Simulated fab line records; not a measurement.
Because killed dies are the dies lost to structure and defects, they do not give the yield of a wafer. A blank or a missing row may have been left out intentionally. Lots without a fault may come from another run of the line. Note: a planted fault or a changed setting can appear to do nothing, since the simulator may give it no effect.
A struck lot beside a sound one    flow gf180mcu    17 steps out of a route of 602
Sound: the wafers L387.1, L387.2, L387.6. The struck wafers were L396.2, L396.5, L396.6. The cause comes at the end.
Each step with rows lists, per side, the tool, then ch with its chambers, then its first start. Under that, the readings that differ: sound wafers    struck wafers    difference of the means    sigmas: that difference in standard deviations of wafers without a fault.
alike: words and numbers the same on both sides, and readings whose means are apart by under 2 such deviations; not compared: readings that were withheld, readings missing a value for some wafer, numbers with overlapping values and no deviation given by the record, and bounds like >300 which may hide the same value.
Wherever a step has rows on one side only, a row that says differs or no value, or a row with sigmas, the two part there. When numbers do not overlap yet have no deviation, they are printed without sigmas and do not part them. Lack of a reading on every wafer of one side parts them only where that side has two or more wafers.

GF_STI_CMP_25: polishes, stops on Si3N4, t overpolish 33 s, target thk 524.6 nm.
  sound on cmp-02 ch 0,1,3, day 3 10:41; struck on cmp-02 ch 0,1, day 5 08:19
  alike: motor_current_A, overpolish_run_s, platen_rpm, time_to_endpoint_s
then, 4 steps without rows for these wafers: GF_STI_WET_ETCH_26 (etches SiO2 in dHF, target depth 94 nm, time 188 s); GF_STI_WET_ETCH_27 (etches Si3N4 in H3PO4, target depth 160 nm, time 1825 s); GF_STI_WET_ETCH_28 (etches SiO2 in dHF, target depth 20 nm, time 40 s); GF_STI_OXIDATION_29 (stabilise 600 s, purge 300 s, target thk 10 nm).
GF_STI_THK_MEAS_30:
  sound: film_metro-02 at day 3 12:56; struck: film_metro-04 at day 5 11:56
  alike: STI_OXIDATION_02_THK
then, 6 steps without rows for these wafers: GF_DNWELL_DEHYDRATE_00 (time 60 s); GF_DNWELL_HMDS_01 (prime time 60 s); GF_DNWELL_COAT_02 (resist thk 3000 nm); GF_DNWELL_SOFTBAKE_03; GF_DNWELL_EXPOSE_04 (exposes mask DNWELL, target cd 1700 nm); GF_DNWELL_PEB_05.
GF_DNWELL_DEVELOP_06: develop time 60 s.
  struck on litho_track-04, day 6 02:00; sound on litho_track-01 ch 0, day 4 02:00
  no value came back on the struck wafers for chill_plate_temp_C (C), develop_time_s (s); on the sound wafers chill_plate_temp_C (C) reads 23.03 23.06 23.15
after that, 1 step had no rows for these wafers: GF_DNWELL_IMPLANT_07.
GF_DNWELL_STRIP_08: strips in O2/N2.
  sound on plasma_asher-04 ch 0,1, day 4 02:27; struck on plasma_asher-01 ch 0,1, day 6 02:17
  alike: drypump_motor_current_A, heater_power_w, oes_product_au, strip_time_to_endpoint_s
  not compared: rf_hours_counter_h
GF_DNWELL_TW_MEAS_09:
  sound: film_metro-04 at day 4 02:33; struck: film_metro-04 at day 6 02:23
reading    sound           struck    difference  sigmas
DNWELL_TW  1345 1342 1347  31 31 31  -1314       -99 or more
then, 1 step without rows for these wafers: GF_NWELL_DEHYDRATE_00 (time 60 s).

WHERE THEY PART
At GF_DNWELL_DEVELOP_06 first; at GF_DNWELL_TW_MEAS_09 last (within this record only).

WHY: the cause the simulator had injected
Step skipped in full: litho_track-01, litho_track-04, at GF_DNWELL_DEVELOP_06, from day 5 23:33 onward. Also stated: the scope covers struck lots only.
